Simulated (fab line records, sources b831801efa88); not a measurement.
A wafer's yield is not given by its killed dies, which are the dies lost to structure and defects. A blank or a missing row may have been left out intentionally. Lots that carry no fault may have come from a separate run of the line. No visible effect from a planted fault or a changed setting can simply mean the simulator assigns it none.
Which tool was responsible?	flow gf180mcu	6 lots with 18 wafers sampled at 3 steps, on a route of 602 steps

## WHAT THE GAUGES SHOWED, per wafer
GF_DNWELL_TW_MEAS_09.
lot	measured	on	DNWELL_TW
L777	day 3 11:14	film-metro-02	1346 1352 1344
L780	day 4 04:07	film-metro-03	1355 1357 1354
L782	day 4 14:36	film-metro-03	1363 1366 1360
L784	day 4 22:42	film-metro-03	1348 1357 1358
L792	day 6 19:32	film-metro-04	1303 1303 1305
L796	day 7 15:46	film-metro-02	1345 1345 1349

## TOOL THAT RAN EACH LOT (tool first, then ch and the chambers of the sampled wafers, then the start)
lot	GF_STI_ETCH_14	GF_DNWELL_IMPLANT_07
L777	rie-si-02 ch 1,2, day 2 16:16	implanter-02 ch 0, day 3 11:00
L780	rie-si-01 ch 0,2, day 3 09:27	implanter-01 ch 0, day 4 03:54
L782	rie-si-02 ch 1,3, day 3 20:06	implanter-01 ch 0, day 4 14:21
L784	rie-si-02 ch 0,1,2, day 4 04:52	implanter-04 ch 0, day 4 22:27
L792	rie-si-02 ch 2,3, day 5 23:28	implanter-01 ch 0, day 6 19:19
L796	rie-si-02 ch 0,1,3, day 6 19:18	implanter-02 ch 0, day 7 15:32
- GF_STI_ETCH_14: etches Si in HBr/Cl2/O2, target depth 360 nm, time 102.9 s.
- GF_DNWELL_IMPLANT_07

## THE ANSWER, worked out from the rows above alone
Rule: the usual values come from the lots themselves. The widest of any qualifying gaps counts: lots, ordered by their means at a reading, are off when they make up no more than a third of the lots, leave a main group of 4 or more, and stand apart from it by 3 or more times the standard deviation of that group's means. Not used: any main group whose means are identical at the precision the tables above print for the reading. Also off: a lot with no number at a reading for which 4 or more lots have one. The other lots that the step has rows for count as sound.
Off: at GF_DNWELL_TW_MEAS_09 (DNWELL_TW), L792. The main group has a mean of 1353 with a standard deviation of 6.1.
A tool fits if, at a process step before that reading, it ran every lot that is off, and no sound lot after the first of them. Gauges at GF_DNWELL_TW_MEAS_09: tried the same way as those tools. This does not decide it: 2 tools fit, namely implanter-01 at GF_DNWELL_IMPLANT_07 and film-metro-04 at GF_DNWELL_TW_MEAS_09.

## WHAT WAS PUT IN BY THE SIMULATOR
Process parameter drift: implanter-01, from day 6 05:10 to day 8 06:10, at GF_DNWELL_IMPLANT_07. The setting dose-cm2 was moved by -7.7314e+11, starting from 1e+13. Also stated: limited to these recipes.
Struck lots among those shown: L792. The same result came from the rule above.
